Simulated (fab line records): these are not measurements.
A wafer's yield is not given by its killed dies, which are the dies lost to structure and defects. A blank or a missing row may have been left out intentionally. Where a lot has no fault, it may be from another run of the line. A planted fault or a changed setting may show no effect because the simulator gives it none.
Which tool is to blame? | flow sky130 | 11 lots with 33 wafers sampled at 6 steps, on a route of 708 steps

## WHAT EACH GAUGE READ, for each wafer
The record lacks any reading of a measuring or inspecting step that a usual standard deviation could be used to judge.

## WHAT TOOL EACH LOT RAN ON (gives the tool, then ch and the chambers of the sampled wafers, and finally the start)
lot  | SKY_POLY_GATE_ETCH_15             | SKY_POLY_GATE_ETCH_17           | SKY_LDD_N_IMPLANT_08            | SKY_LDD_N_STRIP_16                  | SKY_LDD_P_STRIP_10                  | SKY_PAD_OPEN_PROBE_99
L308 | rieDiel-04 ch 0,1, day 16 14:34   | rieSi-01 ch 0,2,3, day 16 14:46 | implanter-01 ch 0, day 17 20:49 | plasmaAsher-03 ch 0,1, day 17 22:01 | plasmaAsher-04 ch 0,1, day 19 03:29 | prober-02, day 46 01:13
L312 | rieDiel-03 ch 0,2,3, day 17 23:28 | rieSi-02 ch 1,2, day 17 23:40   | implanter-02 ch 0, day 19 13:05 | plasmaAsher-04 ch 0,1, day 19 14:41 | plasmaAsher-04 ch 0,1, day 20 20:07 | prober-02, day 46 22:16
L314 | rieDiel-02 ch 0,2,3, day 18 14:31 | rieSi-01 ch 1,2, day 18 14:43   | implanter-04 ch 0, day 20 02:16 | plasmaAsher-04 ch 0,1, day 20 03:28 | plasmaAsher-01 ch 0, day 21 10:02   | prober-01, day 47 12:05
L316 | rieDiel-02 ch 0,1,2, day 20 09:28 | rieSi-02 ch 0,3, day 20 09:40   | implanter-01 ch 0, day 21 18:19 | plasmaAsher-02 ch 0,1, day 21 19:50 | plasmaAsher-03 ch 0,1, day 23 02:29 | prober-01, day 47 23:09
L319 | rieDiel-03 ch 0,2, day 20 10:56   | rieSi-02 ch 0,2, day 20 11:07   | implanter-02 ch 0, day 21 20:18 | plasmaAsher-02 ch 0,1, day 21 21:57 | plasmaAsher-04 ch 0,1, day 23 03:55 | prober-02, day 47 23:09
L317 | rieDiel-02 ch 0,1,3, day 20 11:17 | rieSi-01 ch 1,2,3, day 20 11:28 | implanter-04 ch 0, day 21 20:07 | plasmaAsher-03 ch 0,1, day 21 21:19 | plasmaAsher-01 ch 0,1, day 23 03:46 | prober-01, day 47 21:39
L321 | rieDiel-02 ch 0,3, day 21 13:13   | rieSi-02 ch 0,2,3, day 21 13:25 | implanter-04 ch 0, day 22 20:58 | plasmaAsher-03 ch 0,1, day 22 22:10 | plasmaAsher-03 ch 0,1, day 24 04:32 | prober-02, day 49 01:41
L322 | rieDiel-04 ch 2,3, day 22 04:37   | rieSi-01 ch 0,1, day 22 04:47   | implanter-02 ch 0, day 23 13:26 | plasmaAsher-04 ch 0,1, day 23 14:37 | plasmaAsher-01 ch 0,1, day 24 20:14 | prober-01, day 49 11:14
L326 | rieDiel-02 ch 0,3, day 23 07:43   | rieSi-01 ch 0,1, day 23 07:55   | implanter-02 ch 0, day 24 14:56 | plasmaAsher-02 ch 0,1, day 24 16:07 | plasmaAsher-01 ch 0,1, day 25 22:04 | prober-01, day 49 20:24
L330 | rieDiel-02 ch 0,1,3, day 24 11:43 | rieSi-01 ch 1,2, day 24 11:55   | implanter-01 ch 0, day 25 19:08 | plasmaAsher-04 ch 0,1, day 25 20:18 | plasmaAsher-03 ch 0,1, day 27 00:43 | prober-01, day 50 21:44
L331 | rieDiel-04 ch 2,3, day 24 16:04   | rieSi-02 ch 0,3, day 24 16:16   | implanter-02 ch 0, day 25 23:47 | plasmaAsher-03 ch 0, day 26 00:57   | plasmaAsher-04 ch 0,1, day 27 06:01 | prober-02, day 50 23:05
- SKY_POLY_GATE_ETCH_15: etches BARC in N2/H2, stops on SiO2, time 118.5 s, target depth 110 nm.
- SKY_POLY_GATE_ETCH_17: etches poly-Si in HBr/Cl2, stops on SiO2, target depth 180 nm, time 70.5 s.
- SKY_LDD_N_IMPLANT_08
- SKY_LDD_N_STRIP_16: strips in O2/N2.
- SKY_LDD_P_STRIP_10: strips in O2/N2.
- SKY_PAD_OPEN_PROBE_99

## WHAT THE TOOLS THEMSELVES READ (means of the sampled wafers that have a number; where no wafer has one, the mark that the record gives instead)
SKY_POLY_GATE_ETCH_15.
lot  | tool       | drypumpMotorCurrentA (A) | oesProductAu (a.u.) | throttleValvePct (%)
L308 | rieDiel-04 | 5.6                      | 0.718               | 12.960
L312 | rieDiel-03 | 5.4                      | 0.717               | 12.973
L314 | rieDiel-02 | 5.5                      | 0.716               | 12.978
L316 | rieDiel-02 | 5.7                      | 0.716               | 12.964
L319 | rieDiel-03 | 5.4                      | 0.720               | 12.964
L317 | rieDiel-02 | 5.7                      | 0.712               | 12.964
L321 | rieDiel-02 | 5.4                      | 0.715               | 12.963
L322 | rieDiel-04 | 5.5                      | 0.714               | 12.967
L326 | rieDiel-02 | 5.4                      | 0.719               | 12.972
L330 | rieDiel-02 | 5.6                      | 0.718               | 12.963
L331 | rieDiel-04 | 5.3                      | 0.716               | 12.974

SKY_POLY_GATE_ETCH_17.
lot  | tool     | drypumpMotorCurrentA (A) | heBacksideLeakSccm (sccm) | oesProductAu (a.u.) | throttleValvePct (%)
L308 | rieSi-01 | 5.7                      | 2.65                      | 0.981               | 33.688
L312 | rieSi-02 | 6.0                      | 2.52                      | 0.984               | 33.683
L314 | rieSi-01 | 5.6                      | 2.78                      | 0.989               | 33.690
L316 | rieSi-02 | 6.1                      | 2.55                      | 0.978               | 33.684
L319 | rieSi-02 | 5.9                      | 2.64                      | 0.987               | 33.684
L317 | rieSi-01 | 5.7                      | 2.70                      | 0.978               | 33.684
L321 | rieSi-02 | 6.0                      | 2.36                      | 0.988               | 33.682
L322 | rieSi-01 | 5.8                      | 2.92                      | 0.982               | 33.687
L326 | rieSi-01 | 5.8                      | 2.87                      | 0.986               | 33.686
L330 | rieSi-01 | 5.6                      | 2.78                      | 0.981               | 33.686
L331 | rieSi-02 | 6.1                      | 2.42                      | 0.984               | 33.689

SKY_LDD_N_IMPLANT_08.
lot  | tool         | doseIonsCm2
L308 | implanter-01 | 7.513e+13
L312 | implanter-02 | 7.504e+13
L314 | implanter-04 | 7.492e+13
L316 | implanter-01 | 7.500e+13
L319 | implanter-02 | 7.498e+13
L317 | implanter-04 | 7.514e+13
L321 | implanter-04 | 7.511e+13
L322 | implanter-02 | 7.505e+13
L326 | implanter-02 | 7.503e+13
L330 | implanter-01 | 7.503e+13
L331 | implanter-02 | 7.492e+13

SKY_LDD_N_STRIP_16.
lot  | tool           | drypumpMotorCurrentA (A) | oesProductAu (a.u.) | stripTimeToEndpointS (s)
L308 | plasmaAsher-03 | 5.6                      | 0.407               | 4.333
L312 | plasmaAsher-04 | 5.3                      | 0.411               | 4.514
L314 | plasmaAsher-04 | 5.3                      | 0.404               | 4.306
L316 | plasmaAsher-02 | 6.3                      | 0.404               | 4.515
L319 | plasmaAsher-02 | 5.8                      | 0.412               | 4.526
L317 | plasmaAsher-03 | 5.6                      | 0.410               | 4.324
L321 | plasmaAsher-03 | 5.6                      | 0.406               | 4.327
L322 | plasmaAsher-04 | 5.4                      | 0.406               | 4.317
L326 | plasmaAsher-02 | 5.8                      | 0.403               | 4.293
L330 | plasmaAsher-04 | 5.4                      | 0.410               | 4.327
L331 | plasmaAsher-03 | 5.1                      | 0.407               | 4.330

SKY_LDD_P_STRIP_10.
lot  | tool           | drypumpMotorCurrentA (A) | oesProductAu (a.u.) | stripTimeToEndpointS (s)
L308 | plasmaAsher-04 | 5.5                      | 0.717               | 14.16
L312 | plasmaAsher-04 | 5.3                      | 0.719               | 14.23
L314 | plasmaAsher-01 | 4.9                      | 0.718               | 14.24
L316 | plasmaAsher-03 | 5.6                      | 0.713               | 14.22
L319 | plasmaAsher-04 | 5.3                      | 0.716               | 14.13
L317 | plasmaAsher-01 | 5.4                      | 0.713               | 14.24
L321 | plasmaAsher-03 | 5.6                      | 0.712               | 14.20
L322 | plasmaAsher-01 | 5.2                      | 0.716               | 14.16
L326 | plasmaAsher-01 | 5.4                      | 0.718               | 14.21
L330 | plasmaAsher-03 | 5.3                      | 0.709               | 14.18
L331 | plasmaAsher-04 | 5.3                      | 0.715               | 14.20

SKY_PAD_OPEN_PROBE_99.
lot  | tool      | killed_at_M0_to_M3 | killed_at_M4_up | killedAtContacts | killedAtFrontEnd | killedAtOther | killedDies | killedOpen | killedShort
L308 | prober-02 | 44                 | 2.3             | 27               | 14               | 0.0           | 87         | 48         | 39
L312 | prober-02 | 47                 | 3.7             | 16               | 16               | 0.3           | 84         | 43         | 41
L314 | prober-01 | 45                 | 5.7             | 22               | 13               | 0.7           | 86         | 45         | 40
L316 | prober-01 | 47                 | 1.7             | 18               | 14               | 0.0           | 80         | 39         | 40
L319 | prober-02 | 35                 | 2.0             | 24               | 14               | 0.3           | 75         | 39         | 36
L317 | prober-01 | 38                 | 3.7             | 30               | 14               | 0.3           | 87         | 47         | 39
L321 | prober-02 | 46                 | 2.7             | 23               | 12               | 0.3           | 83         | 43         | 40
L322 | prober-01 | 47                 | 2.7             | 21               | 13               | 0.3           | 84         | 47         | 37
L326 | prober-01 | 40                 | 3.7             | 22               | 10               | 0.0           | 76         | 40         | 35
L330 | prober-01 | 42                 | 3.3             | 27               | 18               | 0.3           | 90         | 46         | 44
L331 | prober-02 | 48                 | 4.3             | 21               | 20               | 0.0           | 94         | 44         | 49

## THE ANSWER, worked out from the rows above alone
Rule: the lots themselves supply what counts as usual. Put in order of their means at a reading, lots are off if they are a third of the lots or fewer, leave a main group of 4 or more, and stand apart from it by a gap of 3 or more times the standard deviation of the main group's means; of several such gaps the widest counts. A main group whose means are all the same, to the digits that the tables above print for the reading, isn't used. Also off: a lot with no number at a reading for which 4 or more lots have one. Any other lot the step has rows for is counted as sound. Order of review: gauges by route order, followed by the tools' own readings, for which a lot's mean as printed above is used. At the first step where some lot is off, the reading lying furthest off is the one used; lots without a number count as furthest.
Off at SKY_LDD_N_STRIP_16 (stripTimeToEndpointS): L312, L316, L319. Main group: mean 4.320 s, sd 0.013.
If a tool, at that step or one of the process steps before it, ran each lot that is off and ran no sound lot following the first of them, it fits. Not one of the candidates tried fits.

## WHAT THE SIMULATOR PUT IN
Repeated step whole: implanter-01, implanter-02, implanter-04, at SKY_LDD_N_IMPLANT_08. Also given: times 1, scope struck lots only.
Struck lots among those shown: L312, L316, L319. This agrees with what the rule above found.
